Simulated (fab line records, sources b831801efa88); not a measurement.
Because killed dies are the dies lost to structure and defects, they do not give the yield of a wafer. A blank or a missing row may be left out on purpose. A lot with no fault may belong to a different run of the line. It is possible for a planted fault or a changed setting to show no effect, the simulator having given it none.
Struck lot and sound lot, side by side ; flow sky130 ; 15 steps out of a route of 708
Sound: these wafers, L955.1, L955.2, L955.5. The struck wafers were L964.3, L964.4, L964.5. The cause comes at the end.
Each step with rows lists, per side, the tool, then ch with its chambers, then its first start. Under that, the readings that differ: sound wafers ; struck wafers ; difference of the means ; sigmas: that difference in standard deviations of wafers without a fault.
alike: readings whose means differ by less than 2 such deviations, and words and numbers that are the same on both sides. not compared: withheld readings, readings that some wafer has no value for, bounds like >300 that may hide the same value, and numbers for which the record gives no deviation and whose values overlap.
The two part at a step that has a row with sigmas, a row that says differs or no value, or rows on one side only. Non-overlapping numbers with no deviation appear without sigmas and do not part them. Lack of a reading on every wafer of one side parts them only where that side has two or more wafers.

first, 5 steps without rows for these wafers: SKY_VT_ADJUST_LVTN_COAT_13 (resist thk 1140 nm); SKY_VT_ADJUST_LVTN_SOFTBAKE_14 (time 60 s); SKY_VT_ADJUST_LVTN_EXPOSE_15 (exposes mask HVN STD DERIVED, target cd 600 nm); SKY_VT_ADJUST_LVTN_PEB_16; SKY_VT_ADJUST_LVTN_DEVELOP_17 (develop time 60 s).
SKY_VT_ADJUST_LVTN_OVL_MEAS_18:
  sound: overlay-01 at day 8 08:35; struck: overlay-02 at day 10 18:52
  alike: VT_ADJUST_LVTN_01_OVL
then, 1 step without rows for these wafers: SKY_VT_ADJUST_LVTN_IMPLANT_19.
SKY_VT_ADJUST_LVTN_STRIP_20: strips in O2/N2.
  sound on plasmaAsher-02 ch 0,1, day 8 08:46; struck on plasmaAsher-02 ch 0,1, day 10 19:05
  alike: drypumpMotorCurrentA, n2FlowSccm, oesProductAu, stripTimeToEndpointS
  not compared: rfHoursCounterH
SKY_VT_ADJUST_LVTN_TW_MEAS_21:
  sound: filmMetro-02 at day 8 08:52; struck: filmMetro-04 at day 10 19:10
  alike: VT_ADJUST_LVTN_2_TW
then, 3 steps without rows for these wafers: SKY_VT_ADJUST_NCORE_DEHYDRATE_00 (time 60 s); SKY_VT_ADJUST_NCORE_HMDS_01 (prime time 60 s); SKY_VT_ADJUST_NCORE_COAT_02 (resist thk 1140 nm).
SKY_VT_ADJUST_NCORE_SOFTBAKE_03: time 60 s.
  sound on lithoTrack-01 ch 0, day 8 19:45; struck on lithoTrack-01 ch 0, day 11 06:30
reading;sound;struck;difference;sigmas
heaterPowerTotalW (W);56.68 56.64 56.61;58.15 58.12 58.19;+1.51;+32
runLengthS (s);89.29 89.10 89.07;84.47 84.69 84.52;-4.59;-29
then, 1 step without rows for these wafers: SKY_VT_ADJUST_NCORE_EXPOSE_04 (exposes mask LVTN COMPLEMENT THIN, target cd 380 nm).
-- here the record skips 37 days between the struck wafers' starts before and after, leaving off in module VT_ADJUST_NCORE and picking up in module PAD_OPEN (first step shown: number 708 of the route) --
SKY_PAD_OPEN_PROBE_99:
  sound: prober-01 at day 46 15:29; struck: prober-01 at day 48 09:36
  alike: killed_at_M0_to_M3, killed_at_M4_up, killedAtContacts, killedAtFrontEnd, killedAtOther, killedDies, killedOpen, killedShort

## WHERE THEY PART
SKY_VT_ADJUST_NCORE_SOFTBAKE_03 only, going by this record. Later steps at which nothing parts them and some readings are alike: SKY_PAD_OPEN_PROBE_99.

WHY: what the simulator had put in
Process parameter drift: lithoTrack-01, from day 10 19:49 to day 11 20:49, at SKY_VT_ADJUST_NCORE_SOFTBAKE_03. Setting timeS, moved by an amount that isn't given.
